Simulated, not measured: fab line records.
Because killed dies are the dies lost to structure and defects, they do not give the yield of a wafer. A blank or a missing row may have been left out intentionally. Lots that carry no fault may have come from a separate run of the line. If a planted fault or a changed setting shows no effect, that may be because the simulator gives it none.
Matching of chambers || flow gf180mcu || cmp-01 running GF_V5_CMP_04: 4 sister chambers
The step polishes SiO2. 8 wafers are shown with their chamber, then 7 later ones without.

## EACH WAFER AND ITS CHAMBER
{"wafer": "L444.1", "chamber": 3, "motor-current-A (A)": 11.5, "head-pressure-psi (psi)": 4.008}
{"wafer": "L444.3", "chamber": 0, "motor-current-A (A)": 12.0, "head-pressure-psi (psi)": 4.004}
{"wafer": "L444.4", "chamber": 2, "motor-current-A (A)": 13.8, "head-pressure-psi (psi)": 4.003}
{"wafer": "L452.2", "chamber": 1, "motor-current-A (A)": 11.9, "head-pressure-psi (psi)": 4.005}
{"wafer": "L452.3", "chamber": 3, "motor-current-A (A)": 11.7, "head-pressure-psi (psi)": 3.986}
{"wafer": "L452.6", "chamber": 0, "motor-current-A (A)": 12.1, "head-pressure-psi (psi)": 3.984}
{"wafer": "L454.1", "chamber": 2, "motor-current-A (A)": 14.1, "head-pressure-psi (psi)": 3.997}
{"wafer": "L454.2", "chamber": 1, "motor-current-A (A)": 13.0, "head-pressure-psi (psi)": 3.994}

## WAFERS MISSING THEIR CHAMBER
{"wafer": "L454.3", "motor-current-A (A)": 11.6, "head-pressure-psi (psi)": 3.992}
{"wafer": "L455.1", "motor-current-A (A)": 13.1, "head-pressure-psi (psi)": 3.990}
{"wafer": "L455.3", "motor-current-A (A)": 12.1, "head-pressure-psi (psi)": 3.999}
{"wafer": "L455.4", "motor-current-A (A)": 14.1, "head-pressure-psi (psi)": 3.989}
{"wafer": "L459.1", "motor-current-A (A)": 13.8, "head-pressure-psi (psi)": 4.007}
{"wafer": "L459.2", "motor-current-A (A)": 12.7, "head-pressure-psi (psi)": 4.004}
{"wafer": "L459.4", "motor-current-A (A)": 12.0, "head-pressure-psi (psi)": 3.988}

## THE CHAMBER EACH PASSED THROUGH
{"wafer": "L454.3", "from the rows above": "can't be placed: 3 or 0 or 1", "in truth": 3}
{"wafer": "L455.1", "from the rows above": "can't be placed: 1 or 2 or 0 or 3", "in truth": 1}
{"wafer": "L455.3", "from the rows above": "can't be placed: 0 or 1 or 3", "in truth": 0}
{"wafer": "L455.4", "from the rows above": 2, "in truth": 2}
{"wafer": "L459.1", "from the rows above": 2, "in truth": 2}
{"wafer": "L459.2", "from the rows above": "can't be placed: 1 or 0", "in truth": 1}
{"wafer": "L459.4", "from the rows above": "can't be placed: 0 or 3 or 1", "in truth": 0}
2 of 7 placed correctly. Not placeable from these rows: 5 (in 5, the candidates include the true chamber). Wrongly placed: 0.
How it was worked out, from the rows above alone: a wafer's distance from a chamber is the root of the sum, over the readings, of the square of ((its reading less the chamber's mean) divided by the reading's scatter). The wafer belongs to the nearest chamber; if the next one is less than 2 further off, it can't be placed. Each chamber's mean is taken over the wafers shown for it. The scatter: the root of (the sum of the squares of (reading less its chamber's mean) over the shown wafers, divided by (wafers less chambers)).
